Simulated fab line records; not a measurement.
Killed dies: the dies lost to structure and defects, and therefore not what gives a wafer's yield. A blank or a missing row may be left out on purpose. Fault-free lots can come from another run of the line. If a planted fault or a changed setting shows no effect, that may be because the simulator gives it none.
Shared-tool check	flow gf180mcu	12 lots and 36 wafers in the sample

WHAT PROMPTED THE OPENING
Of 12 lots, 2 have the reading HV_LDD_TW flagged at GF_HV_LDD_TW_MEAS_11. Fault-free wafers read 2427, with a standard deviation of 18.
Rule: a lot gets a flag if all its wafers with a number sit over 4 standard deviations from that mean, or if no wafer of it has a number. As for the other lots, they are considered sound.

lot	measured	on	HV_LDD_TW, wafer by wafer	flag
L406	day 10 06:57	film-metro-01	2392 2396 2384	
L407	day 10 12:15	film-metro-03	2429 2424 2423	
L409	day 10 22:01	film-metro-02	2424 2431 2440	
L411	day 11 09:22	film-metro-02	2448 2427 2442	
L413	day 12 02:58	film-metro-02	2441 2425 2444	
L414	day 12 08:55	film-metro-01	2424 2418 2416	
L415	day 12 16:30	film-metro-03	2466 2435 2425	
L421	day 14 12:13	film-metro-03	2309 2299 2301	FLAGGED
L422	day 14 21:50	film-metro-01	2287 2292 2281	FLAGGED
L425	day 15 22:04	film-metro-01	2405 2415 2405	
L426	day 16 01:42	film-metro-03	2423 2423 2424	
L429	day 16 22:36	film-metro-03	2428 2417 2434	
Average over the flagged lots: 2295; offset from the usual -132, equal to -7 standard deviations.

EACH LOT AND THE TOOL IT RAN ON
The record holds 1 process step before the reading, out of a route of 602 steps. Cell contents, in order: the tool; ch with the chambers the sampled wafers went through; the start.
lot	flag	GF_HV_LDD_IMPLANT_09
L406		implanter-02 ch 0, day 10 06:43
L407		implanter-02 ch 0, day 10 12:01
L409		implanter-01 ch 0, day 10 21:46
L411		implanter-02 ch 0, day 11 09:09
L413		implanter-01 ch 0, day 12 02:43
L414		implanter-04 ch 0, day 12 08:43
L415		implanter-01 ch 0, day 12 16:15
L421	FLAGGED	implanter-02 ch 0, day 14 11:58
L422	FLAGGED	implanter-02 ch 0, day 14 21:35
L425		implanter-01 ch 0, day 15 21:49
L426		implanter-04 ch 0, day 16 01:27
L429		implanter-04 ch 0, day 16 22:21
What these steps do:
- GF_HV_LDD_IMPLANT_09
- GF_HV_LDD_TW_MEAS_11

FLAGGED OVER TOTAL, TOOL BY TOOL (the gauges that took the reading come last)
step	tool	lots run	flagged	share of the flagged lots	sound lots run after its first flagged lot
GF_HV_LDD_IMPLANT_09	implanter-01	4	0	none	-
GF_HV_LDD_IMPLANT_09	implanter-02	5	2	all	0
GF_HV_LDD_IMPLANT_09	implanter-04	3	0	none	-
GF_HV_LDD_TW_MEAS_11	film-metro-01	4	1	some	1 (L425)
GF_HV_LDD_TW_MEAS_11	film-metro-02	3	0	none	-
GF_HV_LDD_TW_MEAS_11	film-metro-03	5	1	some	2 (L426,L429)

THE TABLE: WHAT IT ALLOWS
Rows of the table that ran each flagged lot: 1, that is implanter-02 at GF_HV_LDD_IMPLANT_09.
- implanter-02 at GF_HV_LDD_IMPLANT_09 ran 5 lots, 2 of them flagged. Its last sound lot is L411 (day 11 09:09), its first flagged lot L421 (day 14 11:58): a fault that began between those two fits. Its own readings (beam-energy-keV) fall more than 4 standard deviations out on all wafers of the flagged lots.
One tool is left: implanter-02 at GF_HV_LDD_IMPLANT_09.

WHAT THE SIMULATOR HAD INSERTED
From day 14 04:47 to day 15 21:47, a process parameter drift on implanter-02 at GF_HV_LDD_IMPLANT_09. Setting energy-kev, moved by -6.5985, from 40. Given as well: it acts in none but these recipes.
Lots struck among those shown: L421, L422. The rule above found the same.
